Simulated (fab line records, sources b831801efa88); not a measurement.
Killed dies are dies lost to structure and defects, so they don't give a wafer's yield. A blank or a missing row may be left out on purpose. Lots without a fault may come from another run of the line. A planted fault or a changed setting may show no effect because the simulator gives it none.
fab line records | flow gf180mcu
record lots=5 wafers=15 last_day=33
route steps=602 shown MIM@522 M5@526 V5@540
lots that met no fault: from a run of the same line without faults
start_h: hours from the record's first day to the start of the lot's first wafer shown | wait_h: hours since the lot's step before | " the same as in the row above | L1.1+2: a row that stands for several wafers | - no value, or no start given | * or withheld: withheld | < > ~ a bound
route shown NAME@n: a module of which the file shows steps, and the number in the route of the first | usual: mean/standard deviation of fault-free wafers | same: alike in all rows | chamber/n: place in a boat | sites: the reading at each site | _std_site: their standard deviation | _edge_site: outer sites' mean less inner sites' | radius_mm: how far each site lies from the wafer's centre | mask NAME#n: copy n | behind: the tool/chamber that last shaped the wafer | hold: why the lot was held/for how many hours/how that ended | device: the transistor (n, p or np) that didn't switch | end of line: the same wafers' tests at the end of the route | a step without rows: its recipe alone | killed: dies lost to structure and defects at the first sort, not the wafer's yield | map: a wafer's dies, x killed, . not, _ none there
set.NAME: the setting as run; set.NAME@STEP: as run at that earlier step | model.NAME: the simulator's own value behind a step, which no gauge read
lots at some steps of the route; a table a step, a row a wafer
services: from which hour (start_h, from the record's first day; less than 0 if before it) a tool's chamber was out of use, for how many hours, and why
## steps
# step GF_MIM_METAL_ETCH_19
# recipe chemistry=Cl2/BCl3 mask_material=NOVOLAK stop_on=Si3N4 target_depth_nm=324.5 pressure_mtorr=8 icp_w=800 bias_w=140 Cl2_flow_sccm=80 bcl3_flow_sccm=40 time_s=54.1
# usual chamber_pressure_mTorr=8.000/0.0065 drypump_motor_current_A=5.8/0.44 oes_product_au=0.944/0.0069 rf_fwd_power_W=793/3.1 throttle_valve_pct=28.281/0.01
# same time_s=54.1
# columns lot.wafer tool chamber start_h wait_h chamber_pressure_mTorr drypump_motor_current_A oes_product_au rf_fwd_power_W rf_hours_counter_h throttle_valve_pct
L074.2 rie_metal-03 0 582.02 0.1 8.005 5.7 0.938 795 7 28.287
L074.3 " 1 " " 7.986 5.2 0.949 796 - 28.289
L074.6 " 1 " " 8.004 5.2 0.943 797 - 28.264
L079.3 rie_metal-04 0 623.94 0.1 8.000 5.6 0.935 796 - 28.284
L079.5 " 1 " " 7.996 6.5 0.949 792 - 28.277
L079.6 " 0 " " 8.000 5.6 0.951 788 - 28.289
L084.2 rie_metal-04 0 665.67 0.1 8.009 5.6 0.954 791 4 28.289
L084.3 " 1 " " 8.005 6.5 0.943 796 - 28.304
L084.5 " 1 " " 8.015 6.4 0.940 796 - 28.293
L085.1 rie_metal-03 1 671.40 0.1 7.995 5.2 0.965 797 9 28.278
L085.5 " 0 " " 7.994 5.7 0.943 793 - 28.287
L085.6 " 1 " " 7.993 5.3 0.940 795 - 28.277
L090.1 rie_metal-03 0 712.37 0.1 8.001 5.7 0.944 793 11 28.282
L090.3 " 0 " " 8.014 5.7 0.943 792 - 28.285
L090.6 " 0 " " 7.992 5.7 0.938 791 - 28.273
# step GF_MIM_STRIP_20
# recipe chemistry=O2/N2 power_w=1400 pressure_mtorr=1500 platen_temp_c=250 o2_flow_sccm=3000 n2_flow_sccm=300 overash_fraction=0.5
# usual chamber_pressure_mTorr=1500.0/1.3 drypump_motor_current_A=5.6/0.42 heater_power_w=306/39 n2_flow_sccm=300.0/0.86 oes_product_au=0.692/0.0046 strip_time_to_endpoint_s=11.23/0.045
# columns lot.wafer tool chamber start_h wait_h chamber_pressure_mTorr drypump_motor_current_A heater_power_w n2_flow_sccm oes_product_au rf_hours_counter_h strip_time_to_endpoint_s
L074.2 plasma_asher-04 1 582.09 0.0 1498.0 5.1 256 299.3 0.689 48 11.25
L074.3 " 1 " " 1500.1 5.1 255 299.3 0.697 - 11.30
L074.6 " 1 " " 1501.1 5.1 258 300.2 0.692 - 11.29
L079.3 plasma_asher-02 0 624.02 0.1 1500.0 6.1 290 298.9 0.696 - 11.22
L079.5 " 1 " " 1499.7 5.6 290 299.5 0.692 - 11.24
L079.6 " 0 " " 1500.0 6.1 281 299.1 0.688 - 11.16
L084.2 plasma_asher-01 1 665.74 0.0 1498.7 6.3 343 301.0 0.692 92 11.25
L084.3 " 0 " " 1500.8 5.5 332 299.5 0.690 - 11.21
L084.5 " 1 " " 1498.3 6.3 342 299.2 0.692 - 11.25
L085.1 plasma_asher-04 1 671.47 0.0 1499.2 5.1 246 300.0 0.689 57 11.28
L085.5 " 0 " " 1500.5 5.7 345 301.1 0.690 - 11.14
L085.6 " 1 " " 1498.4 5.1 255 300.8 0.683 - 11.24
L090.1 plasma_asher-01 1 712.44 0.0 1502.1 6.3 338 299.8 0.693 98 11.19
L090.3 " 1 " " 1500.5 6.3 336 301.1 0.693 - 11.23
L090.6 " 1 " " 1500.3 6.3 342 300.9 0.692 - 11.22
# step GF_MIM_STRIP_21
# recipe chemistry=post_etch_residue_remover time_s=1200 temp_c=72.5
# same time_s=1200
# columns lot.wafer tool chamber start_h wait_h
L074.2+3+6 wet_bench-02 3 582.19 0.1
L079.3+5+6 wet_bench-02 1 624.09 0.0
L084.2+3+5 wet_bench-04 3 665.84 0.1
L085.1+5+6 wet_bench-03 3 671.57 0.1
L090.1+3+6 wet_bench-03 3 712.54 0.1
# step GF_MIM_CLEAN_22
# recipe chemistry=DIW dry=n2_spin
# columns lot.wafer tool chamber start_h wait_h
L074.2+3+6 wet_bench-04 3 582.53 0.0
L079.3+5+6 wet_bench-04 1 624.77 0.0
L084.2+3+5 wet_bench-04 2 666.18 0.0
L085.1+5+6 wet_bench-04 0 671.91 0.0
L090.1+3+6 wet_bench-04 3 712.91 0.0
# step GF_M5_DEHYDRATE_00
# recipe temp_c=200 time_s=60
# usual chill_plate_temp_C=23.01/0.11 heater_power_total_W=160.35/0.13
# same time_s=60
# columns lot.wafer tool chamber start_h wait_h chill_plate_temp_C heater_power_total_W
L074.2 litho_track-02 0 592.32 9.7 23.13 160.50
L074.3 " 0 " " 22.96 160.58
L074.6 " 0 " " 22.94 160.34
L079.3 litho_track-04 0 634.27 9.4 22.94 160.37
L079.5 " 0 " " 23.05 160.36
L079.6 " 0 " " 22.92 160.29
L084.2 litho_track-03 0 675.28 9.0 23.03 160.43
L084.3 " 0 " " 23.11 160.48
L084.5 " 0 " " 23.24 160.17
L085.1 litho_track-02 0 680.69 8.7 22.89 160.42
L085.5 " 0 " " 22.95 160.58
L085.6 " 0 " " 23.09 160.29
L090.1 litho_track-02 0 721.24 8.2 22.92 160.50
L090.3 " 0 " " 22.94 160.31
L090.6 " 0 " " 22.97 160.27
# step GF_M5_HMDS_01
# recipe prime_time_s=60 prime_temp_c=120
# usual chill_plate_temp_C=23.00/0.095
# columns lot.wafer tool chamber start_h wait_h chill_plate_temp_C
L074.2 litho_track-02 0 592.47 0.1 22.78
L074.3 " 0 " " 22.90
L074.6 " 0 " " 22.90
L079.3 litho_track-04 0 634.42 0.1 23.09
L079.5 " 0 " " 22.93
L079.6 " 0 " " 22.85
L084.2 litho_track-03 0 675.43 0.1 22.83
L084.3 " 0 " " 23.06
L084.5 " 0 " " 22.98
L085.1 litho_track-02 0 680.84 0.1 22.87
L085.5 " 0 " " 23.01
L085.6 " 0 " " 23.06
L090.1 litho_track-02 0 721.39 0.1 23.17
L090.3 " 0 " " 23.07
L090.6 " 0 " " 23.15
# step GF_M5_COAT_02
# recipe resist=KrF spin_rpm=withheld resist_thk_nm=1000
# usual chill_plate_temp_C=23.02/0.1
# columns lot.wafer tool chamber start_h wait_h chill_plate_temp_C
L074.2 litho_track-02 0 592.62 0.1 22.88
L074.3 " 0 " " 22.96
L074.6 " 0 " " 22.95
L079.3 litho_track-04 0 634.57 0.1 23.08
L079.5 " 0 " " 23.05
L079.6 " 0 " " 22.83
L084.2 litho_track-03 0 675.58 0.1 22.88
L084.3 " 0 " " 22.90
L084.5 " 0 " " 22.90
L085.1 litho_track-02 0 680.99 0.1 23.13
L085.5 " 0 " " 23.09
L085.6 " 0 " " 23.03
L090.1 litho_track-02 0 721.54 0.1 22.77
L090.3 " 0 " " 22.81
L090.6 " 0 " " 22.80
# step GF_M5_SOFTBAKE_03
# recipe temp_c=130 time_s=60 resist=KrF
# usual chill_plate_temp_C=22.98/0.11 heater_power_total_W=93.05/0.061
# same time_s=60
# columns lot.wafer tool chamber start_h wait_h chill_plate_temp_C heater_power_total_W
L074.2 litho_track-02 0 592.77 0.1 22.95 93.06
L074.3 " 0 " " 22.88 93.16
L074.6 " 0 " " 22.88 93.11
L079.3 litho_track-04 0 634.72 0.1 22.94 93.13
L079.5 " 0 " " 22.87 93.12
L079.6 " 0 " " 22.94 93.15
L084.2 litho_track-03 0 675.73 0.1 22.92 92.91
L084.3 " 0 " " 23.01 93.09
L084.5 " 0 " " 22.82 93.08
L085.1 litho_track-02 0 681.14 0.1 22.95 93.07
L085.5 " 0 " " 23.08 93.08
L085.6 " 0 " " 22.99 93.01
L090.1 litho_track-02 0 721.69 0.1 23.03 93.06
L090.3 " 0 " " 22.98 93.06
L090.6 " 0 " " 23.34 92.95
# step GF_M5_EXPOSE_04
# recipe mask_id=Metal5 target_cd_nm=280 na=0.68 source_shape=conventional sigma_outer=0.6 dose_mj=28
# columns lot.wafer tool chamber start_h wait_h mask
L074.2+3+6 krf_scanner-01 0 - - Metal5#0
L079.3+5+6 krf_scanner-01 0 - - Metal5#0
L084.2+3+5 krf_scanner-01 0 - - Metal5#0
L085.1+5+6 krf_scanner-01 0 - - Metal5#0
L090.1+3+6 krf_scanner-01 0 - - Metal5#0
# step GF_M5_PEB_05
# recipe peb_temp_c=135 peb_time_s=90 resist=KrF
# usual chill_plate_temp_C=23.01/0.099 heater_power_total_W=85.70/0.085
# columns lot.wafer tool chamber start_h wait_h chill_plate_temp_C heater_power_total_W
L074.2 litho_track-03 0 - - 22.87 85.67
L074.3 " 0 " " 22.96 85.62
L074.6 " 0 " " 23.02 85.61
L079.3 litho_track-04 0 - - 23.13 85.75
L079.5 " 0 " " 22.91 85.62
L079.6 " 0 " " 22.73 85.59
L084.2 litho_track-04 0 - - 22.87 85.63
L084.3 " 0 " " 22.99 85.59
L084.5 " 0 " " 23.06 85.73
L085.1 litho_track-02 0 - - 22.92 85.63
L085.5 " 0 " " 22.98 85.60
L085.6 " 0 " " 23.02 85.76
L090.1 litho_track-02 0 - - 22.94 85.56
L090.3 " 0 " " 22.88 85.67
L090.6 " 0 " " 23.00 85.70
# step GF_M5_DEVELOP_06
# recipe develop_time_s=60 dev_temp_c=21
# usual chill_plate_temp_C=23.02/0.11
# columns lot.wafer tool chamber start_h wait_h chill_plate_temp_C
L074.2 litho_track-03 0 602.83 0.2 23.15
L074.3 " 0 " " 23.04
L074.6 " 0 " " 23.11
L079.3 litho_track-04 0 644.62 0.1 22.76
L079.5 " 0 " " 22.91
L079.6 " 0 " " 23.08
L084.2 litho_track-04 0 684.79 0.2 23.11
L084.3 " 0 " " 22.90
L084.5 " 0 " " 23.04
L085.1 litho_track-02 0 690.14 0.2 22.93
L085.5 " 0 " " 23.09
L085.6 " 0 " " 22.91
L090.1 litho_track-02 0 730.24 0.2 23.11
L090.3 " 0 " " 23.17
L090.6 " 0 " " 23.08
# step GF_M5_CD_MEAS_07
# recipe target_cd_nm=280
# usual cd_nm=280.2/1.4
# columns lot.wafer tool chamber start_h wait_h cd_nm
L074.2 cd_sem-01 - 602.97 0.1 282.4
L074.3 " - " " 282.8
L074.6 " - " " 280.3
L079.3 cd_sem-02 - 644.76 0.1 281.1
L079.5 " - " " 280.9
L079.6 " - " " 281.6
L084.2 cd_sem-01 - 684.94 0.1 279.4
L084.3 " - " " 279.2
L084.5 " - " " 280.0
L085.1 cd_sem-01 - 690.29 0.1 282.5
L085.5 " - " " 280.8
L085.6 " - " " 280.2
L090.1 cd_sem-01 - 730.39 0.1 279.9
L090.3 " - " " 280.2
L090.6 " - " " 281.5
# step GF_M5_OVL_MEAS_08
# usual M5_OVL=3/6.1
# columns lot.wafer tool chamber start_h wait_h M5_OVL[nm]
L074.2 overlay-02 - 603.08 0.1 -9
L074.3 " - " " 1
L074.6 " - " " -7
L079.3 overlay-01 - 644.85 0.1 6
L079.5 " - " " 4
L079.6 " - " " 0
L084.2 overlay-02 - 685.04 0.1 7
L084.3 " - " " 2
L084.5 " - " " 5
L085.1 overlay-02 - 690.41 0.1 11
L085.5 " - " " 5
L085.6 " - " " 3
L090.1 overlay-02 - 730.51 0.1 7
L090.3 " - " " -4
L090.6 " - " " 6
# step GF_M5_ETCH_09
# recipe chemistry=CF4/O2 target=Si3N4 target_depth_nm=52 source_w=800 bias_w=150 pressure_mtorr=150 cf4_flow_sccm=80 O2_flow_sccm=10 time_s=11.6
# usual cf4_flow_sccm=80.00/0.23 chamber_pressure_mTorr=150.00/0.12 drypump_motor_current_A=5.66/0.27 oes_product_au=1.002/0.01 rf_fwd_power_W=786/4.4 throttle_valve_pct=5.971/0.01
# same time_s=11.6
# columns lot.wafer tool chamber start_h wait_h cf4_flow_sccm chamber_pressure_mTorr drypump_motor_current_A oes_product_au rf_fwd_power_W rf_hours_counter_h throttle_valve_pct
L074.2 rie_diel-01 0 603.11 0.0 79.95 149.97 5.61 0.992 789 24 5.970
L074.3 " 3 " " 80.20 149.97 5.48 1.006 781 1 5.959
L074.6 " 0 " " 79.96 149.89 5.60 0.999 792 - 5.968
L079.3 rie_diel-01 0 644.87 0.0 80.49 149.95 5.61 0.996 788 26 5.976
L079.5 " 3 " " 80.05 150.11 5.47 1.011 777 - 5.967
L079.6 " 2 " " 80.08 149.93 5.93 0.996 779 - 5.968
L084.2 rie_diel-01 3 685.07 0.0 80.16 149.94 5.48 0.999 780 4 5.974
L084.3 " 0 " " 79.85 149.96 5.58 0.996 792 27 5.976
L084.5 " 0 " " 80.19 150.11 5.57 0.987 787 - 5.969
L085.1 rie_diel-04 0 690.45 0.0 79.75 149.89 5.30 1.020 786 17 5.966
L085.5 " 0 " " 79.80 149.81 5.31 1.005 789 - 5.983
L085.6 " 3 " " 79.39 150.02 5.53 1.019 791 - 5.983
L090.1 rie_diel-03 1 730.55 0.0 79.87 150.09 5.34 1.022 785 3 5.977
L090.3 " 0 " " 79.84 150.02 5.67 1.004 785 5 5.977
L090.6 " 0 " " 80.17 149.98 5.66 1.014 783 - 5.980
# step GF_M5_METAL_ETCH_10
# recipe chemistry=Cl2/BCl3 mask_material=KrF target_depth_nm=627.5 stop_on=SiO2 pressure_mtorr=8 icp_w=800 bias_w=140 Cl2_flow_sccm=80 bcl3_flow_sccm=40 time_s=104.6
# usual chamber_pressure_mTorr=8.001/0.0076 drypump_motor_current_A=5.67/0.27 oes_product_au=0.972/0.0077 rf_fwd_power_W=795/3.1 throttle_valve_pct=28.250/0.012
# same time_s=104.6
# columns lot.wafer tool chamber start_h wait_h chamber_pressure_mTorr drypump_motor_current_A oes_product_au rf_fwd_power_W rf_hours_counter_h throttle_valve_pct
L074.2 rie_metal-03 1 603.13 0.0 7.992 5.21 0.972 797 7 28.265
L074.3 " 0 " " 8.010 5.71 0.986 792 - 28.233
L074.6 " 1 " " 8.001 5.21 0.952 797 - 28.254
L079.3 rie_metal-01 1 644.93 0.0 8.010 5.54 0.984 791 - 28.261
L079.5 " 0 " " 8.011 6.28 0.973 797 - 28.266
L079.6 " 1 " " 8.008 5.53 0.972 793 - 28.250
L084.2 rie_metal-02 0 685.09 0.0 7.999 5.65 0.974 791 0 28.244
L084.3 " 0 " " 7.995 5.65 0.969 788 - 28.233
L084.5 " 0 " " 7.989 5.63 0.967 789 - 28.263
L085.1 rie_metal-01 0 690.47 0.0 7.991 6.26 0.959 800 4 28.265
L085.5 " 0 " " 8.007 6.25 0.966 797 - 28.245
L085.6 " 1 " " 8.001 5.56 0.981 802 - 28.250
L090.1 rie_metal-01 1 730.57 0.0 8.004 5.58 0.971 792 4 28.231
L090.3 " 1 " " 7.996 5.48 0.983 794 - 28.234
L090.6 " 1 " " 8.011 5.52 0.970 794 - 28.251
# step GF_M5_STRIP_11
# recipe chemistry=O2/N2 power_w=1400 pressure_mtorr=1500 platen_temp_c=250 o2_flow_sccm=3000 n2_flow_sccm=300 overash_fraction=0.5
# usual chamber_pressure_mTorr=1500.0/1.3 drypump_motor_current_A=5.6/0.37 heater_power_w=295/33 n2_flow_sccm=300.0/0.81 oes_product_au=0.543/0.0058 strip_time_to_endpoint_s=7.52/0.068
# columns lot.wafer tool chamber start_h wait_h chamber_pressure_mTorr drypump_motor_current_A heater_power_w n2_flow_sccm oes_product_au rf_hours_counter_h strip_time_to_endpoint_s
L074.2 plasma_asher-03 0 603.24 0.1 1500.3 6.0 312 300.8 0.539 94 7.64
L074.3 " 0 " " 1500.5 6.0 306 301.4 0.540 - 7.50
L074.6 " 1 " " 1502.9 6.0 277 300.6 0.546 - 7.65
L079.3 plasma_asher-03 1 645.04 0.1 1499.1 6.0 276 300.7 0.548 - 7.57
L079.5 " 0 " " 1497.9 6.0 308 299.8 0.549 - 7.60
L079.6 " 1 " " 1499.7 6.0 276 299.3 0.538 - 7.58
L084.2 plasma_asher-04 1 685.21 0.1 1500.4 5.1 254 299.3 0.526 59 7.48
L084.3 " 0 " " 1500.5 5.7 336 300.8 0.538 - 7.45
L084.5 " 1 " " 1503.3 5.1 254 300.3 0.544 - 7.50
L085.1 plasma_asher-02 1 690.59 0.1 1499.3 5.5 293 301.0 0.542 27 7.54
L085.5 " 0 " " 1501.0 6.2 288 301.8 0.543 - 7.57
L085.6 " 1 " " 1499.1 5.6 292 301.3 0.550 - 7.54
L090.1 plasma_asher-04 0 730.69 0.1 1500.6 5.7 341 299.2 0.547 63 7.53
L090.3 " 0 " " 1499.9 5.7 350 300.1 0.545 - 7.53
L090.6 " 0 " " 1499.6 5.7 345 298.5 0.538 - 7.50
# step GF_M5_STRIP_12
# recipe chemistry=post_etch_residue_remover time_s=1200 temp_c=72.5
# same time_s=1200
# columns lot.wafer tool chamber start_h wait_h
L074.2+3+6 wet_bench-03 3 603.34 0.1
L079.3+5+6 wet_bench-01 1 645.11 0.0
L084.2+3+5 wet_bench-03 1 685.31 0.1
L085.1+5+6 wet_bench-02 3 690.69 0.1
L090.1+3+6 wet_bench-03 1 730.79 0.1
# step GF_M5_CLEAN_13
# recipe chemistry=DIW dry=n2_spin
# columns lot.wafer tool chamber start_h wait_h
L074.2+3+6 wet_bench-01 2 603.72 0.0
L079.3+5+6 wet_bench-03 3 645.45 0.0
L084.2+3+5 wet_bench-02 0 685.68 0.0
L085.1+5+6 wet_bench-01 2 691.06 0.0
L090.1+3+6 wet_bench-02 3 731.13 0.0
# step GF_V5_CVD_00
# recipe material=SiO2 target_thk_nm=300 sigma_open_frac=0.3 temp_c=400 time_s=50 sih4_flow_sccm=60 pressure_mtorr=6
# same time_s=50
# columns lot.wafer tool chamber start_h wait_h
L074.2+3+6 hdpcvd-01 0,1,2 603.81 0.0
L079.3+5+6 hdpcvd-02 0,1,2 645.54 0.0
L084.2+3+5 hdpcvd-02 1,2,1 685.77 0.0
L085.1+5+6 hdpcvd-01 2,1,2 691.15 0.0
L090.1+3+6 hdpcvd-01 0,2,2 731.23 0.0
# step GF_V5_THK_MEAS_01
# recipe reads=SiO2_of_V5_CVD_00
# usual V5_CVD_00_THK=300/4.4
# columns lot.wafer tool chamber start_h wait_h V5_CVD_00_THK[nm]
L074.2 film_metro-02 - 603.86 0.0 303
L074.3 " - " " 296
L074.6 " - " " 297
L079.3 film_metro-01 - 645.60 0.0 305
L079.5 " - " " 306
L079.6 " - " " 305
L084.2 film_metro-01 - 685.83 0.0 299
L084.3 " - " " 302
L084.5 " - " " 302
L085.1 film_metro-03 - 691.19 0.0 298
L085.5 " - " " 295
L085.6 " - " " 294
L090.1 film_metro-01 - 731.27 0.0 295
L090.3 " - " " 291
L090.6 " - " " 293
# step GF_V5_CVD_02
# recipe material=SiO2 target_thk_nm=1450 precursor=TEOS temp_c=400 time_s=163.28 rf_w=600
# usual heater_power_outer_w=367/57 heater_power_w=660/86 rf_fwd_power_W=597.3/2
# same time_s=163.28
# columns lot.wafer tool chamber start_h wait_h heater_power_outer_w heater_power_w rf_fwd_power_W
L074.2 pecvd-02 2 603.91 0.0 356 673 598.0
L074.3 " 2 " " 380 732 599.0
L074.6 " 1 " " 290 554 595.5
L079.3 pecvd-02 0 645.64 0.0 467 845 596.5
L079.5 " 2 " " 265 586 600.7
L079.6 " 1 " " 283 560 596.4
L084.2 pecvd-04 0 685.88 0.0 365 627 595.3
L084.3 " 1 " " 388 648 595.1
L084.5 " 1 " " 279 533 593.5
L085.1 pecvd-04 0 691.25 0.1 419 655 595.3
L085.5 " 0 " " 319 552 594.9
L085.6 " 1 " " 363 641 596.3
L090.1 pecvd-04 1 731.33 0.1 328 611 600.4
L090.3 " 0 " " 350 616 593.4
L090.6 " 1 " " 381 663 599.5
# step GF_V5_THK_MEAS_03
# recipe reads=SiO2_of_V5_CVD_02
# usual V5_CVD_02_THK=1461/20
# columns lot.wafer tool chamber start_h wait_h V5_CVD_02_THK[nm]
L074.2 film_metro-01 - 604.08 0.1 1418
L074.3 " - " " 1441
L074.6 " - " " 1487
L079.3 film_metro-02 - 645.77 0.1 1438
L079.5 " - " " 1445
L079.6 " - " " 1504
L084.2 film_metro-02 - 685.99 0.1 1458
L084.3 " - " " 1464
L084.5 " - " " 1503
L085.1 film_metro-03 - 691.36 0.1 1453
L085.5 " - " " 1467
L085.6 " - " " 1479
L090.1 film_metro-03 - 731.44 0.1 1460
L090.3 " - " " 1446
L090.6 " - " " 1479
# step GF_V5_CMP_04
# recipe material=SiO2 down_force_psi=4 platen_rpm=60 pad_velocity_m_s=0.94248
# usual motor_current_A=11.8/2
# columns lot.wafer tool chamber start_h wait_h motor_current_A
L074.2 cmp-01 0 604.13 0.0 12.4
L074.3 " 1 " " 14.5
L074.6 " 0 " " 11.9
L079.3 cmp-01 2 645.96 0.2 10.0
L079.5 " 3 " " 8.7
L079.6 " 0 " " 12.3
L084.3 cmp-02 1 686.04 0.0 13.2
L084.2 " 3 " " 12.0
L084.5 " 1 " " 12.6
L085.1 cmp-01 3 691.61 0.2 9.2
L085.6 " 2 " " 10.7
L085.5 " 3 " " 8.9
L090.3 cmp-01 2 731.55 0.1 11.1
L090.1 " 3 " " 9.1
L090.6 " 2 " " 10.3
# step GF_V5_BOW_MEAS_05
# recipe mode=bow
# usual V5_BOW=135/9.3
# columns lot.wafer tool chamber start_h wait_h V5_BOW[um]
L074.2 film_metro-01 - 604.45 0.3 119
L074.3 " - " " 135
L074.6 " - " " 147
L079.3 film_metro-03 - 646.15 0.1 135
L079.5 " - " " 126
L079.6 " - " " 131
L084.2 film_metro-03 - 686.36 0.2 126
L084.3 " - " " 121
L084.5 " - " " 128
L085.1 film_metro-01 - 691.86 0.2 122
L085.5 " - " " 134
L085.6 " - " " 130
L090.1 film_metro-02 - 731.80 0.1 133
L090.3 " - " " 136
L090.6 " - " " 133
# step GF_V5_DEHYDRATE_06
# recipe temp_c=200 time_s=60
# usual chill_plate_temp_C=22.98/0.11 heater_power_total_W=160.37/0.12
# same time_s=60
# columns lot.wafer tool chamber start_h wait_h chill_plate_temp_C heater_power_total_W
L074.2 litho_track-01 0 614.39 9.9 23.08 160.44
L074.3 " 0 " " 23.16 160.29
L074.6 " 0 " " 23.06 160.18
L079.3 litho_track-02 0 655.49 9.3 22.97 160.27
L079.5 " 0 " " 23.01 160.16
L079.6 " 0 " " 22.94 160.34
L084.2 litho_track-01 0 695.34 9.0 23.07 160.57
L084.3 " 0 " " 23.08 160.23
L084.5 " 0 " " 22.98 160.44
L085.1 litho_track-02 0 700.59 8.7 23.00 160.49
L085.5 " 0 " " 23.06 160.42
L085.6 " 0 " " 22.82 160.35
L090.1 litho_track-02 0 739.79 8.0 22.92 160.39
L090.3 " 0 " " 23.06 160.37
L090.6 " 0 " " 22.91 160.46
# step GF_V5_HMDS_07
# recipe prime_time_s=60 prime_temp_c=120
# usual chill_plate_temp_C=22.97/0.11
# columns lot.wafer tool chamber start_h wait_h chill_plate_temp_C
L074.2 litho_track-01 0 614.54 0.1 22.93
L074.3 " 0 " " 22.96
L074.6 " 0 " " 23.11
L079.3 litho_track-02 0 655.64 0.1 22.85
L079.5 " 0 " " 22.69
L079.6 " 0 " " 22.82
L084.2 litho_track-01 0 695.49 0.1 23.16
L084.3 " 0 " " 23.01
L084.5 " 0 " " 22.97
L085.1 litho_track-02 0 700.74 0.1 22.76
L085.5 " 0 " " 22.98
L085.6 " 0 " " 22.93
L090.1 litho_track-02 0 739.94 0.1 22.78
L090.3 " 0 " " 22.75
L090.6 " 0 " " 22.72
# step GF_V5_COAT_08
# recipe resist=BARC temp_c=withheld time_s=withheld spin_rpm=withheld resist_thk_nm=withheld
# usual chill_plate_temp_C=*
# columns lot.wafer tool chamber start_h wait_h chill_plate_temp_C
L074.2 litho_track-01 0 614.69 0.1 *
L074.3 " 0 " " *
L074.6 " 0 " " *
L079.3 litho_track-02 0 655.79 0.1 *
L079.5 " 0 " " *
L079.6 " 0 " " *
L084.2 litho_track-01 0 695.64 0.1 *
L084.3 " 0 " " *
L084.5 " 0 " " *
L085.1 litho_track-02 0 700.89 0.1 *
L085.5 " 0 " " *
L085.6 " 0 " " *
L090.1 litho_track-02 0 740.09 0.1 *
L090.3 " 0 " " *
L090.6 " 0 " " *
# step GF_V5_COAT_09
# recipe resist=KrF spin_rpm=withheld resist_thk_nm=1000
# usual chill_plate_temp_C=23.00/0.099
# columns lot.wafer tool chamber start_h wait_h chill_plate_temp_C
L074.2 litho_track-01 0 - - 22.98
L074.3 " 0 " " 23.03
L074.6 " 0 " " 23.10
L079.3 litho_track-02 0 - - 22.96
L079.5 " 0 " " 22.82
L079.6 " 0 " " 22.97
L084.2 litho_track-01 0 - - 22.96
L084.3 " 0 " " 22.99
L084.5 " 0 " " 23.01
L085.1 litho_track-02 0 - - 23.01
L085.5 " 0 " " 23.00
L085.6 " 0 " " 22.90
L090.1 litho_track-02 0 - - 22.98
L090.3 " 0 " " 23.05
L090.6 " 0 " " 22.86
# step GF_V5_SOFTBAKE_10
# recipe temp_c=130 time_s=60 resist=KrF
# usual chill_plate_temp_C=23.00/0.12 heater_power_total_W=93.05/0.061
# same time_s=60
# columns lot.wafer tool chamber start_h wait_h chill_plate_temp_C heater_power_total_W
L074.2 litho_track-01 0 - - 22.97 93.07
L074.3 " 0 " " 22.87 93.04
L074.6 " 0 " " 23.05 93.00
L079.3 litho_track-02 0 - - 22.84 93.11
L079.5 " 0 " " 23.02 93.12
L079.6 " 0 " " 23.11 93.14
L084.2 litho_track-01 0 - - 23.08 93.16
L084.3 " 0 " " 23.00 93.16
L084.5 " 0 " " 23.14 93.17
L085.1 litho_track-02 0 - - 23.04 93.05
L085.5 " 0 " " 22.92 93.09
L085.6 " 0 " " 22.90 93.07
L090.1 litho_track-02 0 - - 23.14 92.95
L090.3 " 0 " " 23.11 93.08
L090.6 " 0 " " 22.95 92.99
# step GF_V5_EXPOSE_11
# recipe mask_id=Via5 target_cd_nm=260 na=0.68 source_shape=conventional sigma_outer=0.6 dose_mj=38
# columns lot.wafer tool chamber start_h wait_h mask
L074.2+3+6 krf_scanner-02 0 - - Via5#0
L079.3+5+6 krf_scanner-02 0 - - Via5#0
L084.2+3+5 krf_scanner-02 0 - - Via5#0
L085.1+5+6 krf_scanner-02 0 - - Via5#0
L090.1+3+6 krf_scanner-01 0 - - Via5#0
# step GF_V5_PEB_12
# recipe peb_temp_c=135 peb_time_s=90 resist=KrF
# usual chill_plate_temp_C=22.99/0.12 heater_power_total_W=85.70/0.087
# columns lot.wafer tool chamber start_h wait_h chill_plate_temp_C heater_power_total_W
L074.2 litho_track-02 0 - - 22.92 85.64
L074.3 " 0 " " 23.07 85.61
L074.6 " 0 " " 22.89 85.79
L079.3 litho_track-03 0 - - 22.76 85.75
L079.5 " 0 " " 22.95 85.70
L079.6 " 0 " " 22.73 85.76
L084.2 litho_track-03 0 - - 22.93 85.86
L084.3 " 0 " " 22.87 85.67
L084.5 " 0 " " 22.87 85.76
L085.1 litho_track-02 0 - - 23.08 85.60
L085.5 " 0 " " 23.05 85.72
L085.6 " 0 " " 22.90 85.70
L090.1 litho_track-02 0 - - 23.15 85.75
L090.3 " 0 " " 23.06 85.80
L090.6 " 0 " " 23.08 85.73
# step GF_V5_DEVELOP_13
# recipe develop_time_s=60 resist=KrF dev_temp_c=21
# usual chill_plate_temp_C=22.99/0.11
# columns lot.wafer tool chamber start_h wait_h chill_plate_temp_C
L074.2 litho_track-02 0 624.47 0.2 22.89
L074.3 " 0 " " 23.05
L074.6 " 0 " " 22.96
L079.3 litho_track-03 0 664.95 0.1 22.92
L079.5 " 0 " " 22.93
L079.6 " 0 " " 22.96
L084.2 litho_track-03 0 704.53 0.2 22.91
L084.3 " 0 " " 22.95
L084.5 " 0 " " 22.81
L085.1 litho_track-02 0 710.34 0.2 23.23
L085.5 " 0 " " 22.98
L085.6 " 0 " " 23.15
L090.1 litho_track-02 0 748.79 0.2 23.20
L090.3 " 0 " " 23.12
L090.6 " 0 " " 23.17
## services
# columns tool chamber start_h hours kind
krf_scanner-02 - 570.48 0.8 pm
cmp-01 - 572.00 4.0 pm
krf_scanner-02 - 576.30 4.4 pm
cmp-01 - 576.78 4.4 pm
krf_scanner-01 - 603.86 0.9 repair
krf_scanner-02 - 612.73 0.2 repair
wet_bench-04 - 621.11 2.3 repair
krf_scanner-01 - 651.05 1.0 pm
wet_bench-03 - 668.91 1.9 pm
wet_bench-04 - 669.96 1.9 repair
krf_scanner-02 - 675.80 0.3 repair
krf_scanner-01 - 676.18 1.3 pm
wet_bench-03 - 682.28 2.0 repair
cmp-01 - 685.62 1.5 repair
krf_scanner-02 - 688.03 1.3 pm
krf_scanner-01 - 697.65 0.8 pm
krf_scanner-01 - 701.42 2.1 repair
krf_scanner-02 - 703.56 1.0 pm
rie_metal-03 - 704.06 1.4 pm
plasma_asher-04 - 709.19 2.6 repair
rie_metal-03 - 726.81 0.3 repair
krf_scanner-02 - 738.52 5.4 repair
wet_bench-02 - 740.96 4.4 pm
krf_scanner-02 - 743.88 0.8 pm
## key
fault none
